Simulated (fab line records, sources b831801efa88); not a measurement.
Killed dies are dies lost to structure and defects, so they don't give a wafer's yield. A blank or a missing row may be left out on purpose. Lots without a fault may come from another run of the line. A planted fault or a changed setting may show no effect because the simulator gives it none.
Problem report in the 8D (eight disciplines) form, filled by code | flow gf180mcu | the parts of the form that need people (team, actions taken, sign-off) are left out

1. THE PROBLEM
chamber_pressure_pa at GF_M4_SPUTTER_04 reads a mean of 0.6895 Pa on 6 wafers of 2 lots; wafers without a fault read 0.4001 Pa with a standard deviation of 0.00082. That is +99 or more standard deviations from the usual mean.
The step: material TiN, target thk 50 nm, time 41.7 s.
First seen on wafer L508.3, day 29 00:32, on pvd_sputter-03. The record holds 39 wafers of 13 lots with a number at this step. Rule for "out", or "out of limits": more than 4 standard deviations from the usual mean. The other wafers with a number count as sound.

2. WHAT IT IS AND WHAT IT IS NOT
question                    | is                                      | is not
which readings at this step | chamber_pressure_pa, throttle_valve_pct | -
which lots                  | L508, L511                              | L488, L489, L491, L492, L495, L496, L497, L498, L501, L502, L509
which wafers of those lots  | all that have a number                  | -
read on which tools         | pvd_sputter-03                          | pvd_sputter-02, pvd_sputter-04
when                        | from day 29 00:32                       | up to then (30 sound wafers); but 3 sound wafers of L509 came after

3. SUSPECTS, AND WHAT RULES EACH OUT
Counting: a tool at a process step up to the reading stays a suspect if it ran every lot that is out and no sound lot after the first of them.
- rie_diel-04 at GF_V3_ETCH_16 (etches BARC in N2/H2): ruled out as a lasting fault. Sound lots L509 ran on it after its first lot that is out, L508 (day 28 22:55).
- pvd_sputter-03 at GF_M4_SPUTTER_04 (material TiN, target thk 50 nm, time 41.7 s): kept. It ran every lot that is out, first L508 (day 29 00:32), and no sound lot after that; its last sound lot up to then is L497 (day 25 19:20). Its own readings are out on those wafers: chamber_pressure_pa, throttle_valve_pct.
Left after counting: pvd_sputter-03 at GF_M4_SPUTTER_04.

4. THE CAUSE (what the simulator had put in)
Process parameter drift: pvd_sputter-03, from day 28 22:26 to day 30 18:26, at GF_M4_SPUTTER_04. Setting chamber_pressure_pa, moved by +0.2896, from 0.4. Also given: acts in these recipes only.
Counting left only this tool.

5. THE CHAIN OF EFFECTS, in route order
Each row: a reading whose mean over the struck wafers that have a number lies more than 3 standard deviations from the usual. Only readings for which the record gives a usual standard deviation are gone through. hours: the time from each lot's start at the first step in this table that gives one to its start at this step, as a median over the lots. sigmas: the change in usual standard deviations.
hours | step             | reading             | usual     | on struck wafers | change  | sigmas
0     | GF_M4_SPUTTER_04 | chamber_pressure_pa | 0.4001 Pa | 0.6895           | +0.2894 | +99 or more
0     | GF_M4_SPUTTER_04 | throttle_valve_pct  | 29.9 %    | 22.7             | -7.2    | -8.6
The process steps in it:
- GF_M4_SPUTTER_04: material TiN, target thk 50 nm, time 41.7 s.

6. WHAT WOULD HAVE CAUGHT IT SOONER
In this record the first reading out of limits was taken at day 29 00:32, 2 hours after the fault began at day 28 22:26.
